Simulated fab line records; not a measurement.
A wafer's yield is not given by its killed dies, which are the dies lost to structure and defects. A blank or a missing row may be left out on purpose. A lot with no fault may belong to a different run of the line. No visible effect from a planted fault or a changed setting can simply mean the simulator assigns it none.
Code-filled problem report in 8D (eight disciplines) form -- flow gf180mcu -- the parts of the form that need people (team, actions taken, sign-off) are left out

== 1. WHAT WENT WRONG ==
Across 6 wafers from 2 lots, DNWELL_TW at GF_DNWELL_TW_MEAS_09 averages 31, while fault-free wafers read 1343 with a standard deviation of 13. So: -99 or more standard deviations from the usual mean.
Seen first at day 3 04:20 on film-metro-01, wafer L715.2. Wafers with a number at this step in the record: 42, from 14 lots. The rule behind "out" and "out of limits": a value lying over 4 standard deviations away from the usual mean. All remaining wafers that have a number are taken as sound.

== 2. WHAT IT IS AND WHAT IT IS NOT ==
question,is,is not
which readings at this step,DNWELL_TW,-
which lots,"L715, L716","L713, L714, L721, L728, L729, L730, L731, L732, L733, L734, L735, L736"
which wafers of those lots,all that have a number,-
read on which gauges,"film-metro-01, film-metro-02",film-metro-04
when,from day 3 04:20,"up to then (6 sound wafers); but 30 sound wafers of L721, L728, L729, L730, L731, L732, L733, L734, L735, L736 came after"

== 3. SUSPECTS, AND WHAT RULES EACH OUT ==
Counting: a tool at any process step up to the reading remains a suspect when it ran all the lots that are out and ran no sound lot after the first of those.
- the gauge at GF_DNWELL_TW_MEAS_09: ruled out. The wafers that are out were read on 2 gauges (film-metro-01, film-metro-02).
- iline-stepper-02 at GF_DNWELL_EXPOSE_04 (exposes mask DNWELL, target cd 1700 nm): ruled out as a lasting fault. After its first lot that is out, L715 (day 2 22:21), sound lots L728, L730, L733, L734, L735, L736 ran on it.
Left after counting: nothing in the record.

== 4. THE CAUSE (what the simulator had put in) ==
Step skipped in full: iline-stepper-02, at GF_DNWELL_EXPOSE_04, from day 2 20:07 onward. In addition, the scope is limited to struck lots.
The count ruled it out by mistake, since the rule takes a fault to strike every lot its tool runs from the start of the fault on, and this one did not do so.

== 5. THE EFFECT CHAIN, in route order ==
One row per reading whose mean, taken over the struck wafers that have a number, lies over 3 standard deviations from the usual. Readings are gone through only where the record gives a usual standard deviation; hours: the median, over the lots, of the time from a lot's start at the first step in this table giving one to that lot's start at this step; sigmas: the change measured in usual standard deviations.
hours,step,reading,usual,on struck wafers,change,sigmas
0,GF_DNWELL_TW_MEAS_09,DNWELL_TW,1343,31,-1312,-99 or more
Readings that are blank on the struck wafers while sound wafers have them: exposure-dose-mJ-cm2 at GF_DNWELL_EXPOSE_04; focus-offset-nm at GF_DNWELL_EXPOSE_04; reticle-temp-C at GF_DNWELL_EXPOSE_04; stage-vel-mm-s at GF_DNWELL_EXPOSE_04.
Later measuring or inspecting steps at which every struck wafer that the step has a row for has a number for every such reading, and none has moved that far: GF_VT_IMPLANT_TW_MEAS_32, GF_POLY_GATE_THK_MEAS_17, GF_HV_LDD_CD_MEAS_07.

== 6. WHAT WOULD HAVE CAUGHT IT SOONER ==
8 hours passed between the start of the fault at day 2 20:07 and the first reading out of limits at a measuring or inspecting step in this record, taken at day 3 04:20.
At GF_DNWELL_EXPOSE_04 the tool's readings are blank on the struck wafers, where sound wafers have them: an empty tool record is the first sign, and it was there at once.
